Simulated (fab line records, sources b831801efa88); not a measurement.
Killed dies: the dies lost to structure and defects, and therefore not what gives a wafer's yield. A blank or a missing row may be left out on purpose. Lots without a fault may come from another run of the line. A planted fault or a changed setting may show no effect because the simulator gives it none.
fab line records || flow sky130
record: {"lots": 14, "wafers": 42, "lastDay": 50}
route steps=708 shown PWDE@53
lots untouched by any fault: they come from a run of this same line in which no faults occurred
startH: start of the lot's first displayed wafer, in hours after the record's first day || waitH: hours since the lot's step before || " identical to the entry in the row above || L1.1+2: one row covering several wafers at once || - no value, or no start was given || * or withheld: withheld || < > ~ a bound
route shown NAME@n: names a module that has steps shown in the file, with the first one's number in the route || usual: mean/standard deviation of fault-free wafers || same: alike in all rows || chamber/n: place in a boat || sites: each site's reading || _std_site: standard deviation across them || _edge_site: mean of outer sites minus mean of inner sites || radiusMm: for every site, how far away it sits from the centre of the wafer || mask NAME#n: copy n || behind: the tool/chamber that last shaped the wafer || hold: what put the lot on hold/how long, in hours/how the hold closed || device: transistor that didn't switch, given as n, p or np || end of line: tests run on the same wafers once the route is complete || a step given without rows: its recipe and nothing more || killed: count of dies lost to structure and defects at first sort (not the wafer's yield) || map: the dies of a wafer, with x for killed, . for not killed, _ for no die there
set.NAME: the setting that was run; set.NAME@STEP: the one run at that earlier step || model.NAME: the simulator's own value behind a step, which no gauge read
a sample of lots followed through the steps of the route, with each step as a table and each wafer as a row
services: from which hour (startH, from the record's first day; less than 0 if before it) a tool's chamber was out of use, for how many hours, and why
== steps ==
step: SKY_PWDE_IMPLANT_08
recipe: {"species": "B", "energyKev": 150, "doseCm2": 3.6e+12, "tiltDeg": "withheld"}
{"lot.wafer": "L403.3+5+6", "tool": "implanter-01", "chamber": 0, "startH": 71.09, "waitH": 0.1}
{"lot.wafer": "L404.1+2+4", "tool": "implanter-02", "chamber": 0, "startH": 83.78, "waitH": 0.0}
{"lot.wafer": "L406.3+4+5", "tool": "implanter-02", "chamber": 0, "startH": 91.23, "waitH": 0.1}
{"lot.wafer": "L407.2+3+5", "tool": "implanter-04", "chamber": 0, "startH": 98.76, "waitH": 0.0}
{"lot.wafer": "L408.2+5+6", "tool": "implanter-01", "chamber": 0, "startH": 101.06, "waitH": 0.0}
{"lot.wafer": "L415.1+3+6", "tool": "implanter-02", "chamber": 0, "startH": 136.64, "waitH": 0.0}
{"lot.wafer": "L416.1+2+3", "tool": "implanter-02", "chamber": 0, "startH": 142.18, "waitH": 0.0}
{"lot.wafer": "L418.2+5+6", "tool": "implanter-02", "chamber": 0, "startH": 156.61, "waitH": 0.0}
{"lot.wafer": "L419.1+3+5", "tool": "implanter-04", "chamber": 0, "startH": 157.84, "waitH": 0.0}
{"lot.wafer": "L420.3+4+5", "tool": "implanter-04", "chamber": 0, "startH": 162.98, "waitH": 0.1}
{"lot.wafer": "L421.3+4+5", "tool": "implanter-01", "chamber": 0, "startH": 168.53, "waitH": 0.1}
{"lot.wafer": "L422.1+5+6", "tool": "implanter-01", "chamber": 0, "startH": 175.09, "waitH": 0.0}
{"lot.wafer": "L423.1+2+5", "tool": "implanter-04", "chamber": 0, "startH": 183.98, "waitH": 0.0}
{"lot.wafer": "L426.4+5+6", "tool": "implanter-01", "chamber": 0, "startH": 200.50, "waitH": 0.1}
step: SKY_NWELL_RS_MEAS_31
recipe: {"thkMeasGauge": "four-point-probe"}
usual: {"PWDE_RS": "5272/16"}
{"lot.wafer": "L403.3", "tool": "filmMetro-01", "chamber": "-", "startH": 108.21, "waitH": 0.1, "PWDE_RS[ohm/sq]": 5249}
{"lot.wafer": "L403.5", "tool": "filmMetro-01", "chamber": "-", "startH": 108.21, "waitH": 0.1, "PWDE_RS[ohm/sq]": 5256}
{"lot.wafer": "L403.6", "tool": "filmMetro-01", "chamber": "-", "startH": 108.21, "waitH": 0.1, "PWDE_RS[ohm/sq]": 5272}
{"lot.wafer": "L404.1", "tool": "filmMetro-03", "chamber": "-", "startH": 120.66, "waitH": 0.1, "PWDE_RS[ohm/sq]": 5265}
{"lot.wafer": "L404.2", "tool": "filmMetro-03", "chamber": "-", "startH": 120.66, "waitH": 0.1, "PWDE_RS[ohm/sq]": 5245}
{"lot.wafer": "L404.4", "tool": "filmMetro-03", "chamber": "-", "startH": 120.66, "waitH": 0.1, "PWDE_RS[ohm/sq]": 5270}
{"lot.wafer": "L406.3", "tool": "filmMetro-03", "chamber": "-", "startH": 128.71, "waitH": 0.1, "PWDE_RS[ohm/sq]": 5272}
{"lot.wafer": "L406.4", "tool": "filmMetro-03", "chamber": "-", "startH": 128.71, "waitH": 0.1, "PWDE_RS[ohm/sq]": 5278}
{"lot.wafer": "L406.5", "tool": "filmMetro-03", "chamber": "-", "startH": 128.71, "waitH": 0.1, "PWDE_RS[ohm/sq]": 5273}
{"lot.wafer": "L407.2", "tool": "filmMetro-03", "chamber": "-", "startH": 136.03, "waitH": 0.1, "PWDE_RS[ohm/sq]": 5276}
{"lot.wafer": "L407.3", "tool": "filmMetro-03", "chamber": "-", "startH": 136.03, "waitH": 0.1, "PWDE_RS[ohm/sq]": 5254}
{"lot.wafer": "L407.5", "tool": "filmMetro-03", "chamber": "-", "startH": 136.03, "waitH": 0.1, "PWDE_RS[ohm/sq]": 5259}
{"lot.wafer": "L408.2", "tool": "filmMetro-04", "chamber": "-", "startH": 139.88, "waitH": 0.1, "PWDE_RS[ohm/sq]": 5273}
{"lot.wafer": "L408.5", "tool": "filmMetro-04", "chamber": "-", "startH": 139.88, "waitH": 0.1, "PWDE_RS[ohm/sq]": 5246}
{"lot.wafer": "L408.6", "tool": "filmMetro-04", "chamber": "-", "startH": 139.88, "waitH": 0.1, "PWDE_RS[ohm/sq]": 5246}
{"lot.wafer": "L415.1", "tool": "filmMetro-01", "chamber": "-", "startH": 177.96, "waitH": 0.1, "PWDE_RS[ohm/sq]": 5275}
{"lot.wafer": "L415.3", "tool": "filmMetro-01", "chamber": "-", "startH": 177.96, "waitH": 0.1, "PWDE_RS[ohm/sq]": 5292}
{"lot.wafer": "L415.6", "tool": "filmMetro-01", "chamber": "-", "startH": 177.96, "waitH": 0.1, "PWDE_RS[ohm/sq]": 5255}
{"lot.wafer": "L416.1", "tool": "filmMetro-03", "chamber": "-", "startH": 181.19, "waitH": 0.1, "PWDE_RS[ohm/sq]": 5308}
{"lot.wafer": "L416.2", "tool": "filmMetro-03", "chamber": "-", "startH": 181.19, "waitH": 0.1, "PWDE_RS[ohm/sq]": 5316}
{"lot.wafer": "L416.3", "tool": "filmMetro-03", "chamber": "-", "startH": 181.19, "waitH": 0.1, "PWDE_RS[ohm/sq]": 5319}
{"lot.wafer": "L418.2", "tool": "filmMetro-04", "chamber": "-", "startH": 199.01, "waitH": 0.1, "PWDE_RS[ohm/sq]": 5345}
{"lot.wafer": "L418.5", "tool": "filmMetro-04", "chamber": "-", "startH": 199.01, "waitH": 0.1, "PWDE_RS[ohm/sq]": 5351}
{"lot.wafer": "L418.6", "tool": "filmMetro-04", "chamber": "-", "startH": 199.01, "waitH": 0.1, "PWDE_RS[ohm/sq]": 5341}
{"lot.wafer": "L419.1", "tool": "filmMetro-04", "chamber": "-", "startH": 200.79, "waitH": 0.1, "PWDE_RS[ohm/sq]": 5250}
{"lot.wafer": "L419.3", "tool": "filmMetro-04", "chamber": "-", "startH": 200.79, "waitH": 0.1, "PWDE_RS[ohm/sq]": 5251}
{"lot.wafer": "L419.5", "tool": "filmMetro-04", "chamber": "-", "startH": 200.79, "waitH": 0.1, "PWDE_RS[ohm/sq]": 5239}
{"lot.wafer": "L420.3", "tool": "filmMetro-03", "chamber": "-", "startH": 205.07, "waitH": 0.1, "PWDE_RS[ohm/sq]": 5274}
{"lot.wafer": "L420.4", "tool": "filmMetro-03", "chamber": "-", "startH": 205.07, "waitH": 0.1, "PWDE_RS[ohm/sq]": 5261}
{"lot.wafer": "L420.5", "tool": "filmMetro-03", "chamber": "-", "startH": 205.07, "waitH": 0.1, "PWDE_RS[ohm/sq]": 5271}
{"lot.wafer": "L421.3", "tool": "filmMetro-01", "chamber": "-", "startH": 212.27, "waitH": 0.1, "PWDE_RS[ohm/sq]": 5281}
{"lot.wafer": "L421.4", "tool": "filmMetro-01", "chamber": "-", "startH": 212.27, "waitH": 0.1, "PWDE_RS[ohm/sq]": 5277}
{"lot.wafer": "L421.5", "tool": "filmMetro-01", "chamber": "-", "startH": 212.27, "waitH": 0.1, "PWDE_RS[ohm/sq]": 5295}
{"lot.wafer": "L422.1", "tool": "filmMetro-03", "chamber": "-", "startH": 218.76, "waitH": 0.1, "PWDE_RS[ohm/sq]": 5263}
{"lot.wafer": "L422.5", "tool": "filmMetro-03", "chamber": "-", "startH": 218.76, "waitH": 0.1, "PWDE_RS[ohm/sq]": 5290}
{"lot.wafer": "L422.6", "tool": "filmMetro-03", "chamber": "-", "startH": 218.76, "waitH": 0.1, "PWDE_RS[ohm/sq]": 5263}
{"lot.wafer": "L423.1", "tool": "filmMetro-03", "chamber": "-", "startH": 227.96, "waitH": 0.1, "PWDE_RS[ohm/sq]": 5278}
{"lot.wafer": "L423.2", "tool": "filmMetro-03", "chamber": "-", "startH": 227.96, "waitH": 0.1, "PWDE_RS[ohm/sq]": 5283}
{"lot.wafer": "L423.5", "tool": "filmMetro-03", "chamber": "-", "startH": 227.96, "waitH": 0.1, "PWDE_RS[ohm/sq]": 5253}
{"lot.wafer": "L426.4", "tool": "filmMetro-03", "chamber": "-", "startH": 246.57, "waitH": 0.1, "PWDE_RS[ohm/sq]": 5275}
{"lot.wafer": "L426.5", "tool": "filmMetro-03", "chamber": "-", "startH": 246.57, "waitH": 0.1, "PWDE_RS[ohm/sq]": 5277}
{"lot.wafer": "L426.6", "tool": "filmMetro-03", "chamber": "-", "startH": 246.57, "waitH": 0.1, "PWDE_RS[ohm/sq]": 5282}
== services ==
{"tool": "implanter-02", "chamber": "-", "startH": 94.80, "hours": 6.5, "kind": "repair"}
{"tool": "implanter-01", "chamber": "-", "startH": 125.80, "hours": 0.8, "kind": "repair"}
{"tool": "implanter-01", "chamber": "-", "startH": 149.44, "hours": 15.7, "kind": "pm"}
{"tool": "implanter-01", "chamber": "-", "startH": 178.81, "hours": 3.4, "kind": "repair"}
{"tool": "implanter-01", "chamber": "-", "startH": 188.03, "hours": 0.9, "kind": "repair"}
{"tool": "implanter-02", "chamber": "-", "startH": 197.42, "hours": 2.1, "kind": "repair"}
== key ==
firstSign: {"step": "SKY_NWELL_RS_MEAS_31", "reading": "PWDE_RS", "direction": "up", "sigmas": 3.5, "usual": 5272, "struck": 5330}
effect none on later readings
metAt SKY_PWDE_IMPLANT_08
struckLots L416,L418
testerLeftOut L416,L418
onsetBetween 136.64 142.18
fault: {"kind": "processParameterDrift", "tool": "implanter-02", "chamber": "-", "onsetH": 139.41, "steps": "SKY_PWDE_IMPLANT_08", "channel": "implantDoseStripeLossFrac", "offset": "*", "shape": "step", "endH": 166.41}
testerLeftOut: of these lots the tester's yield and bins aren't shown, on N5 and GAA mostly nor the transistor test; their killed dies are dies lost to structure and defects alone, not to doping, threshold or leakage, so they don't give the yield
